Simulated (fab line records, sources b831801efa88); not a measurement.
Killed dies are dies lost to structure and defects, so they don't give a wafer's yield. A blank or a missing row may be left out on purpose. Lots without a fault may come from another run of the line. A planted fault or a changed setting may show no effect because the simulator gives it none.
One fault seen from 2 desks | flow sky130 | each desk has only its own numbers; what lay behind them comes last

THE METROLOGY DESK
What the gauges read, lot by lot, whatever tool the lot ran on: means of the sampled wafers that have a number. A lot is out of limits, marked OUT, if its mean lies more than 4 standard deviations from the usual mean; the brackets give that distance.
Columns: A = CAP2M_OVL at SKY_CAP2M_OVL_MEAS_12, usual 0.1 nm
lot  | first seen here | A
L954 | day 40 08:40    | 0.1
L956 | day 41 05:57    | 0.0
L958 | day 41 14:10    | -1.2
L961 | day 42 11:25    | 1.7
L962 | day 42 14:49    | 1.3
L963 | day 43 02:04    | 0.2
L964 | day 43 09:04    | 0.4
L965 | day 43 09:21    | -0.3
L966 | day 43 21:34    | -0.2
L973 | day 46 04:10    | 0.1
L971 | day 46 06:15    | 1.2
L976 | day 46 10:37    | -0.3
This desk's finding: nothing out of limits on any of the 12 lots.

THE TOOL OWNER'S DESK: litho_track-01
The tool's own readings at SKY_CAP2M_SOFTBAKE_08 (time 60 s): means of the sampled wafers that have a number, for each lot that ran on this tool. A lot is out of limits, marked OUT, if its mean lies more than 4 standard deviations from the usual mean; the brackets give that distance.
Columns: A = heater_power_total_W at SKY_CAP2M_SOFTBAKE_08, usual 56.60 W; B = plate_temp_C at SKY_CAP2M_SOFTBAKE_08, usual 90.03 C; C = resist_line_temp_C at SKY_CAP2M_SOFTBAKE_08, usual 22.98 C
lot  | first seen here | A               | B               | C
L956 | day 40 17:07    | 56.58           | 90.01           | 23.05
L958 | day 41 02:40    | 56.62           | 89.95           | 23.02
L964 | day 42 20:46    | 56.62           | 90.07           | 22.87
L965 | day 42 21:19    | 56.60           | 90.01           | 23.00
L966 | day 43 11:38    | 56.60           | 89.92           | 22.98
L973 | day 45 17:58    | 53.20 (-81) OUT | 86.17 (-32) OUT | 22.94
L971 | day 45 19:13    | 53.19 (-81) OUT | 86.23 (-32) OUT | 23.03
This desk's finding: out of limits on L971, L973; first on L973, day 45 17:58 (heater_power_total_W at SKY_CAP2M_SOFTBAKE_08). In limits: L956, L958, L964, L965, L966.

PUT TOGETHER
The tool owner's desk could have raised an alarm at day 45 17:58, on L971, L973.
The metrology desk saw nothing out of limits.
The metrology desk has L971, L973 on record, within its limits.
Of the lots named, all ran SKY_CAP2M_SOFTBAKE_08 on litho_track-01.

WHAT THE SIMULATOR HAD PUT IN
Process parameter drift: litho_track-01, from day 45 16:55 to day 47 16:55, at SKY_CAP2M_SOFTBAKE_08. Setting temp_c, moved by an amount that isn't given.
Lots struck among those shown: L971, L973.
Hours from the fault's start to each desk's first reading out of limits: the tool owner's desk, 1.
